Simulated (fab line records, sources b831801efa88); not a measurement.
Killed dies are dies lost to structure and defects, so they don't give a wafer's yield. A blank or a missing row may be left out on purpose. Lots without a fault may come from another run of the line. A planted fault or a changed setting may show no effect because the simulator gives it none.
Which tool did it? | flow gf180mcu | 6 lots, 18 wafers sampled, at 3 steps of a route of 602

WHAT THE GAUGES READ, wafer by wafer
GF_HV_LDD_THK_MEAS_55.
lot  | measured     | on            | HV_LDD_CVD_54_THK (nm)
L532 | day 12 22:56 | film_metro-03 | 10.07 10.07 10.11
L534 | day 13 14:23 | film_metro-03 | 10.12 10.03 10.10
L537 | day 14 05:49 | film_metro-04 | 10.21 10.23 10.18
L540 | day 15 06:36 | film_metro-04 | 9.87 9.91 9.91
L543 | day 16 11:59 | film_metro-04 | 10.18 10.05 9.93
L545 | day 17 00:27 | film_metro-03 | 10.29 10.23 10.28

WHICH TOOL RAN EACH LOT (tool, then ch and the chambers of the sampled wafers, then the start)
lot  | GF_STI_ETCH_13                    | GF_HV_LDD_CVD_54
L532 | rie_diel-01 ch 1,3, day 2 07:13   | lpcvd-01 ch 0, day 12 21:54
L534 | rie_diel-02 ch 1,2,3, day 2 18:32 | lpcvd-02 ch 0, day 13 13:22
L537 | rie_diel-01 ch 0,2,3, day 3 08:39 | lpcvd-02 ch 1, day 14 04:47
L540 | rie_diel-01 ch 0,1,3, day 3 23:54 | lpcvd-01 ch 0, day 15 05:34
L543 | rie_diel-02 ch 0,1,3, day 4 14:33 | lpcvd-02 ch 0, day 16 10:56
L545 | rie_diel-03 ch 0,1,3, day 5 02:15 | lpcvd-02 ch 1, day 16 23:26
- GF_STI_ETCH_13: etches the open film in CHF3/O2, stops on Si, target depth 282.31 nm, time 112.9 s.
- GF_HV_LDD_CVD_54: deposits SiO2 from TEOS, target thk 10 nm, time 75 s.

THE ANSWER, worked out from the rows above alone
Rule: what is usual is taken from the lots themselves. Put in order of their means at a reading, lots are off if they are a third of the lots or fewer, leave a main group of 4 or more, and stand apart from it by a gap of 3 or more times the standard deviation of the main group's means; of several such gaps the widest counts. A main group whose means are all the same, to the digits that the tables above print for the reading, isn't used. A lot without any number at a reading at which 4 lots or more have one is off too. The other lots that the step has rows for count as sound.
No lot is off at any reading shown: from this, nothing can be told.

WHAT THE SIMULATOR HAD PUT IN
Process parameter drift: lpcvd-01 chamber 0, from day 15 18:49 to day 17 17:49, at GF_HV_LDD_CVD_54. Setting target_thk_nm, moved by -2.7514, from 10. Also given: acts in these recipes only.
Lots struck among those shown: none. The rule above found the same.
